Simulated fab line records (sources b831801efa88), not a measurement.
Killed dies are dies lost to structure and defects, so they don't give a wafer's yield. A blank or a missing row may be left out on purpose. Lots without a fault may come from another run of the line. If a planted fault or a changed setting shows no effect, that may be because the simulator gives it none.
The tool behind it: which one? + flow gf180mcu + 6 lots with 18 wafers sampled at 4 steps, on a route of 602 steps

WHAT THE GAUGES READ, wafer by wafer
GF_PASSIVATION_THK_MEAS_03.
| lot  | measured     | on            | PASSIVATION_CVD_02_THK (nm) |
|------|--------------|---------------|-----------------------------|
| L706 | day 28 22:12 | film_metro-02 | 701 708 705                 |
| L710 | day 30 05:55 | film_metro-02 | 695 696 708                 |
| L712 | day 31 06:44 | film_metro-03 | 678 684 691                 |
| L714 | day 31 16:36 | film_metro-03 | 681 695 700                 |
| L718 | day 32 18:11 | film_metro-03 | 1185 701 706                |
| L721 | day 33 07:39 | film_metro-01 | 683 685 681                 |

WHICH TOOL RAN EACH LOT (tool, then ch and the chambers of the sampled wafers, then the start)
| lot  | GF_M4_SPUTTER_02             | GF_MIM_SPUTTER_09            | GF_PASSIVATION_CVD_02           |
|------|------------------------------|------------------------------|---------------------------------|
| L706 | pvd_sputter-01, day 23 09:53 | pvd_sputter-01, day 25 09:23 | pecvd-03 ch 0,1, day 28 21:55   |
| L710 | pvd_sputter-02, day 24 22:52 | pvd_sputter-01, day 26 19:58 | pecvd-03 ch 0,1,2, day 30 05:38 |
| L712 | pvd_sputter-01, day 26 03:29 | pvd_sputter-01, day 27 22:59 | pecvd-01 ch 0,2, day 31 06:26   |
| L714 | pvd_sputter-03, day 26 14:40 | pvd_sputter-01, day 28 09:07 | pecvd-03 ch 0,2, day 31 16:19   |
| L718 | pvd_sputter-01, day 27 21:23 | pvd_sputter-03, day 29 14:29 | pecvd-03 ch 0,1,2, day 32 17:54 |
| L721 | pvd_sputter-03, day 28 11:49 | pvd_sputter-01, day 30 05:16 | pecvd-01 ch 0,1,2, day 33 07:22 |
- GF_M4_SPUTTER_02: material AlCu, target thk 450 nm, time 23.9 s.
- GF_MIM_SPUTTER_09: material TiN, target thk 35 nm, time 29.2 s.
- GF_PASSIVATION_CVD_02: deposits Si3N4, target thk 700 nm, time 486.18 s.

THE ANSWER, worked out from the rows above alone
Rule: the usual values come from the lots themselves. The widest of any qualifying gaps counts: lots, ordered by their means at a reading, are off when they make up no more than a third of the lots, leave a main group of 4 or more, and stand apart from it by 3 or more times the standard deviation of that group's means. Not used: any main group whose means are identical at the precision the tables above print for the reading. Also off: a lot with no number at a reading for which 4 or more lots have one. The other lots that the step has rows for count as sound.
Off: at GF_PASSIVATION_THK_MEAS_03 (PASSIVATION_CVD_02_THK), L718. Main group: mean 693 nm, sd 8.4.
If a tool, at a process step before that reading, ran all the lots that are off and no sound lot after the first of them, it fits. Gauges at GF_PASSIVATION_THK_MEAS_03: tried the same way as those tools. Can't be told from this: 4 tools fit, pvd_sputter-01 at GF_M4_SPUTTER_02, pvd_sputter-03 at GF_MIM_SPUTTER_09, pecvd-03 at GF_PASSIVATION_CVD_02, film_metro-03 at GF_PASSIVATION_THK_MEAS_03.

WHAT THE SIMULATOR PUT IN
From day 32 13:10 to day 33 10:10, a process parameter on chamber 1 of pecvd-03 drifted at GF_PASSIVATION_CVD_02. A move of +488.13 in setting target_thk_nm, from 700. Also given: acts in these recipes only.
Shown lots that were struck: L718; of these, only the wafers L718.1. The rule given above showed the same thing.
